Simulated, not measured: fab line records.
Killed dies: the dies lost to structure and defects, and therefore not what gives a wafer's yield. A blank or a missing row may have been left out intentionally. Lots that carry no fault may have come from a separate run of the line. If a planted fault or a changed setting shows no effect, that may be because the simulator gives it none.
Struck lot and sound lot, side by side :: flow sky130 :: 16 steps out of a route of 708
Sound: these wafers, L233.1, L233.2, L233.5. Struck: wafer L252.5. (L252.3, L252.4 of the same lot were not struck and are left out.) The cause comes at the end.
For every step that has rows: the tool of each side, followed by ch and its chambers, followed by its first start. Under that, the readings that differ: sound wafers :: struck wafers :: difference of the means :: sigmas: that difference in standard deviations of wafers without a fault.
alike: readings whose means differ by less than 2 such deviations, and words and numbers that are the same on both sides. not compared: withheld readings, readings that some wafer has no value for, bounds like >300 that may hide the same value, and numbers for which the record gives no deviation and whose values overlap.
A row with sigmas, a row that says differs or no value, or rows on one side alone: a step with any of these is where the two part. When numbers do not overlap yet have no deviation, they are printed without sigmas and do not part them. A reading missing from all wafers of one side parts the sides only when that side holds two or more wafers.

SKY_SD_N_OVL_MEAS_08:
  sound on overlay-02, day 28 02:44; struck on overlay-02, day 34 16:01
  alike: SD_N_OVL
then, 2 steps without rows for these wafers: SKY_SD_N_IMPLANT_09; SKY_SD_N_IMPLANT_10.
SKY_SD_N_STRIP_11: strips in O2/N2.
  sound on plasmaAsher-04 ch 0,1, day 28 03:04; struck on plasmaAsher-01 ch 1, day 34 16:22
reading: o2FlowSccm (sccm)
sound: 3009 3000 3000
struck: 2979
difference: -24
sigmas: -3

reading: stripTimeToEndpointS (s)
sound: 22.64 22.60 22.61
struck: 22.45
difference: -0.17
sigmas: -3
  alike: drypumpMotorCurrentA, oesProductAu
  not compared: rfHoursCounterH
SKY_SD_N_TW_MEAS_12:
  sound on filmMetro-01, day 28 03:10; struck on filmMetro-04, day 34 16:28
  alike: SD_N_TW
then, 1 step without rows for these wafers: SKY_SD_N_CLEAN_13 (cleans in SC1/SC2, time 150 s).
SKY_SD_N_RTA_14: time 2 s.
  sound on rtpAnneal-01 ch 0, day 28 03:16; struck on rtpAnneal-02 ch 0, day 34 16:34
reading: annealTempCMax
sound: 1081.8 1084.2 1081.5
struck: 1078.1
difference: -4.4
sigmas: -3

reading: lampPowerPct (%)
sound: 15.76 15.78 15.77
struck: 15.65
difference: -0.12
sigmas: -2
  alike: rampDownCPerS, wafer_temp_C_max
SKY_SD_N_RS_MEAS_16: a four-point-probe measurement.
  sound on filmMetro-04, day 28 03:27; struck on filmMetro-02, day 34 16:46
reading: SD_N_RS (ohm/sq)
sound: 68.30 68.27 68.34
struck: 68.51
difference: +0.21
sigmas: +2
SKY_SD_N_RS_MEAS_17: a four-point-probe measurement.
  sound on filmMetro-04, day 28 03:34; struck on filmMetro-02, day 34 16:53
  alike: SD_P_RS
SKY_SD_N_RS_MEAS_18: a four-point-probe measurement.
  sound on filmMetro-04, day 28 03:41; struck on filmMetro-02, day 34 17:00
  alike: RES_XHIGH_RS
then, 1 step without rows for these wafers: SKY_SALICIDE_CLEAN_00 (cleans in HF-last, time 30 s).
SKY_LI_CONTACT_HDPCVD_00: deposits PSG, target thk 930 nm, time 155 s.
  sound on hdpcvd-02 ch 0,1, day 28 03:49; struck on hdpcvd-02 ch 0, day 34 17:06
reading: pressureMtorr (mTorr)
sound: 5.996 5.975 6.002
struck: 6.015
difference: +0.024
sigmas: +2

reading: runLengthS (s)
sound: 182.7 183.6 183.2
struck: 244.5
difference: +61.3
sigmas: +99 or more

reading: model.PSG_of_LI_CONTACT_HDPCVD_00.thkNm (nm)
sound: 927.8 944.9 932.7
struck: 1309
difference: +374
sigmas: 
SKY_LI_CONTACT_THK_MEAS_01:
  sound on filmMetro-04, day 28 03:56; struck on filmMetro-04, day 34 17:13
reading: LI_CONTACT_HDPCVD_THK (nm)
sound: 928 945 932
struck: 1309
difference: +374
sigmas: +37
SKY_LI_CONTACT_CMP_02: polishes PSG.
  sound on cmp-02 ch 0,2,3, day 28 04:02; struck on cmp-01 ch 1, day 34 17:16
reading: timeToEndpointS (s)
sound: 30.7 33.4 32.3
struck: 69.4
difference: +37.3
sigmas: +15
  alike: motorCurrentA, retainingRingPressureFrac
SKY_LI_CONTACT_BOW_MEAS_03:
  sound on filmMetro-04, day 28 04:17; struck on filmMetro-04, day 34 17:36
  alike: LI_CONTACT_BOW
-- here the record skips 16 days between the struck wafers' starts before and after, leaving off in module LI_CONTACT and picking up in module PAD_OPEN (first step shown: number 708 of the route) --
SKY_PAD_OPEN_PROBE_99:
  sound on prober-02, day 45 22:03; struck on prober-01, day 50 11:38
  alike: killed_at_M0_to_M3, killed_at_M4_up, killedAtContacts, killedAtFrontEnd, killedAtOther, killedDies, killedOpen, killedShort

WHERE THEY PART
At SKY_SD_N_STRIP_11 first; at SKY_LI_CONTACT_CMP_02 last (within this record only). Later steps at which nothing parts them and some readings are alike: SKY_LI_CONTACT_BOW_MEAS_03, SKY_PAD_OPEN_PROBE_99.

WHY: what had been put in by the simulator
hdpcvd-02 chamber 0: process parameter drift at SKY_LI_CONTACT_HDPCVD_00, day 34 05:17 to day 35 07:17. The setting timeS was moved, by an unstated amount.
